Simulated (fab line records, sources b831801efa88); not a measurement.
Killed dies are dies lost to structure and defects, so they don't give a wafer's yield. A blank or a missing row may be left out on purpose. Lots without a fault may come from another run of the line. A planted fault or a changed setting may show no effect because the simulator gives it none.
A struck lot beside a sound one | flow sky130 | 15 steps out of a route of 708
Sound: wafers L916.4, L916.5, L916.6. Struck: wafers L923.1, L923.2, L923.4. The cause comes at the end.
At each step with rows: each side's tool, then ch and its chambers, then its first start. Under that, the readings that differ: sound wafers | struck wafers | difference of the means | sigmas: that difference in standard deviations of wafers without a fault.
alike: readings whose means differ by less than 2 such deviations, and words and numbers that are the same on both sides. not compared: withheld readings, readings that some wafer has no value for, bounds like >300 that may hide the same value, and numbers for which the record gives no deviation and whose values overlap.
The two part at a step that has a row with sigmas, a row that says differs or no value, or rows on one side only. Numbers that don't overlap but have no deviation are shown without sigmas and don't part them. A reading that every wafer of one side lacks parts them only if that side has two wafers or more.

first, 2 steps without rows for these wafers: SKY_POLY_GATE_CLEAN_19 (cleans in SC1/SC2, time 150 s); SKY_POLY_GATE_OXIDATION_20 (stabilise 600 s, purge 300 s, target thk 4 nm).
SKY_POLY_GATE_THK_MEAS_21:
  sound on film_metro-04, day 19 18:17; struck on film_metro-04, day 20 18:10
  alike: POLY_GATE_OXIDATION_THK
SKY_POLY_GATE_CD_MEAS_22:
  sound on cd_sem-01, day 19 18:35; struck on cd_sem-02, day 20 18:13
  alike: cd_nm
then, 7 steps without rows for these wafers: SKY_LDD_N_DEHYDRATE_00 (time 60 s); SKY_LDD_N_HMDS_01 (prime time 60 s); SKY_LDD_N_COAT_02 (resist thk 300 nm); SKY_LDD_N_SOFTBAKE_03 (time 60 s); SKY_LDD_N_EXPOSE_04 (exposes mask NTM, target cd 840 nm); SKY_LDD_N_PEB_05; SKY_LDD_N_DEVELOP_06 (develop time 60 s).
SKY_LDD_N_OVL_MEAS_07:
  sound on overlay-02, day 21 01:32; struck on overlay-02, day 22 00:42
  alike: LDD_N_OVL
SKY_LDD_N_IMPLANT_08:
  sound on implanter-03 ch 0, day 21 01:38; struck on implanter-03 ch 0, day 22 00:44
  reading                          | sound                      | struck                        | difference | sigmas
  beam_on_s (s)                    | 10.8 10.9 10.9             | 12.3 11.9 12.5                | +1.4       | +3
  end_station_pressure_torr (Torr) | 5.16e-06 4.96e-06 5.31e-06 | 7.948e-05 8.153e-05 8.005e-05 | +7.521e-05 | +99 or more
  faraday_current_uA               | 391 386 388                | 339 347 333                   | -49        | -3
then, 1 step without rows for these wafers: SKY_LDD_N_IMPLANT_09.
-- the record jumps here: 27 days lie between the struck wafers' starts before and after (it left off in module LDD_N and takes up again in module PAD_OPEN, whose first step shown is number 708 of the route) --
SKY_PAD_OPEN_PROBE_99:
  sound on prober-01, day 48 08:07; struck on prober-02, day 48 17:08
  reading                     | sound             | struck            | difference | sigmas
  killed_open                 | 46 52 55          | 44 32 33          | -15        | -2
  model.etest.tip_n.rs_ohm_sq | 447.6 444.2 441.6 | 428.4 425.7 426.4 | -17.6      |
  alike: killed_at_M0_to_M3, killed_at_M4_up, killed_at_contacts, killed_at_front_end, killed_at_other, killed_dies, killed_short

WHERE THEY PART
First at SKY_LDD_N_IMPLANT_08; last, within this record, at SKY_PAD_OPEN_PROBE_99.

WHY: what the simulator had put in
Process parameter drift: implanter-03, from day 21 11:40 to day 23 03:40, at SKY_LDD_N_IMPLANT_08. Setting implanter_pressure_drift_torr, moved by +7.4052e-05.
Process parameter drift: implanter-03, from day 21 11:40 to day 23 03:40, at SKY_LDD_N_IMPLANT_08. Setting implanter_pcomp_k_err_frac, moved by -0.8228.
